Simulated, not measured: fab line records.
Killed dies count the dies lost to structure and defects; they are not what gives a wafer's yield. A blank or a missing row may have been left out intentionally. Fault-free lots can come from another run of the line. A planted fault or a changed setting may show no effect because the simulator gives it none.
A struck lot beside a sound one -- flow sky130 -- 44 out of 708 route steps
Sound: the wafers L812.3, L812.4, L812.5. Struck: wafers L824.5, L824.6. (L824.4 of the same lot was not struck and is left out.) The cause comes at the end.
At each step with rows: each side's tool, then ch and its chambers, then its first start. Under that, the readings that differ: sound wafers -- struck wafers -- difference of the means -- sigmas: that difference in standard deviations of wafers without a fault.
alike: readings with means less than 2 such deviations apart, plus words and numbers identical on both sides. not compared: withheld readings, readings lacking a value on some wafer, bounds such as >300 that could conceal the same value, and numbers that have no deviation in the record and whose values overlap.
Wherever a step has rows on one side only, a row that says differs or no value, or a row with sigmas, the two part there. Non-overlapping numbers with no deviation appear without sigmas and do not part them. A reading missing from all wafers of one side parts the sides only when that side holds two or more wafers.

first, 4 steps without rows for these wafers: SKY_VIA3_CLEAN_18 (cleans in IPA, time 180 s); SKY_VIA3_CLEAN_19 (cleans in O3/DIW); SKY_VIA3_SPUTTER_20 (material TiN, target thk 20 nm, time 80 s); SKY_VIA3_CVD_21 (deposits W, target thk 390 nm, time 117.31 s).
SKY_VIA3_RS_MEAS_22: uses a four-point probe to measure.
  struck on film_metro-02, day 44 10:03; sound on film_metro-01, day 40 17:01
  alike: VIA3_W_RS
SKY_VIA3_THK_MEAS_23: measures by xrf.
  struck on film_metro-02, day 44 10:08; sound on film_metro-01, day 40 17:07
  alike: VIA3_W_THK
then, 1 step without rows for these wafers: SKY_VIA3_CMP_24 (polishes, stops on SiO2, t overpolish 20 s, target thk 0 nm).
SKY_METAL4_SPUTTER_00: material Ti, target thk 15 nm, time 10 s.
  struck on pvd_sputter-01, day 44 10:41; sound on pvd_sputter-04, day 40 17:28
  alike: throttle_valve_pct
then, 1 step without rows for these wafers: SKY_METAL4_SPUTTER_01 (material TiN, target thk 20 nm, time 16.7 s).
SKY_METAL4_SPUTTER_02: material AlCu, target thk 735 nm, time 39.1 s.
  struck on pvd_sputter-01, day 44 10:44; sound on pvd_sputter-04, day 40 17:31
  alike: throttle_valve_pct
SKY_METAL4_SPUTTER_03: material Ti, target thk 5 nm, time 3.3 s.
  struck on pvd_sputter-01, day 44 10:46; sound on pvd_sputter-04, day 40 17:33
  alike: throttle_valve_pct
SKY_METAL4_SPUTTER_04: material TiN, target thk 70 nm, time 58.3 s.
  struck on pvd_sputter-01, day 44 10:49; sound on pvd_sputter-04, day 40 17:34
  alike: throttle_valve_pct
SKY_CAP2M_CVD_00: deposits SiO2, target thk 15.5 nm.
  sound on pecvd-04 ch 1,2, day 40 17:37; struck on pecvd-04 ch 0,2, day 44 10:50
reading,sound,struck,difference,sigmas
model.SiO2_of_CAP2M_CVD_00.thk_nm (nm),15.1 15.43 15.37,20.77 20.67,+5.42,
  alike: heater_power_w
SKY_CAP2M_THK_MEAS_01:
  struck on film_metro-03, day 44 10:53; sound on film_metro-04, day 40 17:40
reading,sound,struck,difference,sigmas
CAP2M_CVD_00_THK (nm),15.14 15.43 15.35,20.76 20.70,+5.42,+27
SKY_CAP2M_SPUTTER_02: material TiN, target thk 200 nm, time 166.7 s.
  struck on pvd_sputter-02, day 44 10:55; sound on pvd_sputter-01, day 40 17:42
  alike: substrate_temp_c, throttle_valve_pct
SKY_CAP2M_RS_MEAS_03: uses a four-point probe to measure.
  struck on film_metro-03, day 44 11:05; sound on film_metro-04, day 40 17:51
  alike: CAP2M_TIN_RS
SKY_CAP2M_THK_MEAS_04: measures by xrf.
  struck on film_metro-03, day 44 11:11; sound on film_metro-04, day 40 17:57
  alike: CAP2M_TIN_THK
then, 7 steps without rows for these wafers: SKY_CAP2M_DEHYDRATE_05 (time 60 s); SKY_CAP2M_HMDS_06 (prime time 60 s); SKY_CAP2M_COAT_07 (resist thk 1140 nm); SKY_CAP2M_SOFTBAKE_08 (time 60 s); SKY_CAP2M_EXPOSE_09 (exposes mask CAP2M, target cd 1000 nm); SKY_CAP2M_PEB_10; SKY_CAP2M_DEVELOP_11 (develop time 60 s).
SKY_CAP2M_OVL_MEAS_12:
  struck on overlay-01, day 45 09:14; sound on overlay-01, day 41 18:27
  alike: CAP2M_OVL
then, 13 steps without rows for these wafers: SKY_CAP2M_METAL_ETCH_13 (etches TiN in Cl2/BCl3, stops on SiO2, target depth 220 nm, time 62.9 s); SKY_CAP2M_STRIP_14 (strips in O2/N2); SKY_CAP2M_STRIP_15 (strips in post etch residue remover, time 1200 s); SKY_CAP2M_CLEAN_16 (cleans in IPA, time 180 s); SKY_CAP2M_CLEAN_17 (cleans in O3/DIW); SKY_METAL4_DEHYDRATE_05 (time 60 s); SKY_METAL4_HMDS_06 (prime time 60 s); SKY_METAL4_COAT_07 (resist thk 60 nm); SKY_METAL4_COAT_08 (resist thk 1140 nm); SKY_METAL4_SOFTBAKE_09 (time 90 s); SKY_METAL4_EXPOSE_10 (exposes mask MM4, target cd 300 nm); SKY_METAL4_PEB_11; SKY_METAL4_DEVELOP_12 (develop time 60 s).
SKY_METAL4_CD_MEAS_13 targets a cd of 300 nm.
  struck on cd_sem-02, day 46 07:46; sound on cd_sem-01, day 42 18:24
  alike: cd_nm
SKY_METAL4_OVL_MEAS_14:
  struck on overlay-02, day 46 07:50; sound on overlay-02, day 42 18:30
  alike: METAL4_OVL
then, 2 steps without rows for these wafers: SKY_METAL4_DESCUM_15 (chemistry O2, time 8 s); SKY_METAL4_ETCH_16 (etches BARC in N2/H2, stops on SiO2, time 88.2 s, target depth 60 nm).
SKY_METAL4_ETCH_17: etches SiO2 in C4F8/O2/Ar, stops on TiN, time 3.9 s, target depth 15 nm.
  sound on rie_diel-03 ch 1,2, day 42 18:47; struck on rie_diel-03 ch 1,2, day 46 07:59
reading,sound,struck,difference,sigmas
oes_product_au (a.u.),0.740 0.752 0.745,0.880 0.877,+0.133,+20
model.etch.depth_nm (nm),15.1 15.43 15.37,20.77 20.67,+5.42,
  not compared: rf_hours_counter_h
-- the record jumps here: 3 days lie between the struck wafers' starts before and after (it left off in module METAL4 and takes up again in module PAD_OPEN, whose first step shown is number 708 of the route) --
SKY_PAD_OPEN_PROBE_99:
  struck on prober-01, day 49 19:40; sound on prober-02, day 46 17:10
reading,sound,struck,difference,sigmas
model.etest.tester.sort_n_pass,416 419 405,163 138,-263,
model.etest.tester.sort_yield_pct (%),84.55 85.16 82.32,33.13 28.05,-53.42,
model.etest.tester.sort_bin_5_pct (%),8.333 8.13 10.37,58.74 64.43,+52.64,
model.etest.cap_mim2.bv_v (V),13.24 13.75 13.66,18.9 18.28,+5.0,
model.etest.cap_mim2.leak_log10_a_cm2,-8.894 -8.923 -8.887,-9.907 -9.938,-1.021,
model.etest.cap_mim2.c_ff_um2,2.421 2.346 2.362,1.741 1.739,-0.636,
model.etest.tester.sort_bin_8_pct (%),0 0 0,7.916e-05 0.0001447,+1.119e-04,
  alike: defect_limited_yield, killed_at_M0_to_M3, killed_at_M4_up, killed_at_contacts, killed_at_front_end, killed_at_other, killed_dies, killed_open, killed_short

## WHERE THEY PART
Last at SKY_METAL4_ETCH_17 as far as this record goes, first at SKY_CAP2M_THK_MEAS_01. Later steps at which nothing parts them and some readings are alike: SKY_PAD_OPEN_PROBE_99.

WHY: what had been put in by the simulator
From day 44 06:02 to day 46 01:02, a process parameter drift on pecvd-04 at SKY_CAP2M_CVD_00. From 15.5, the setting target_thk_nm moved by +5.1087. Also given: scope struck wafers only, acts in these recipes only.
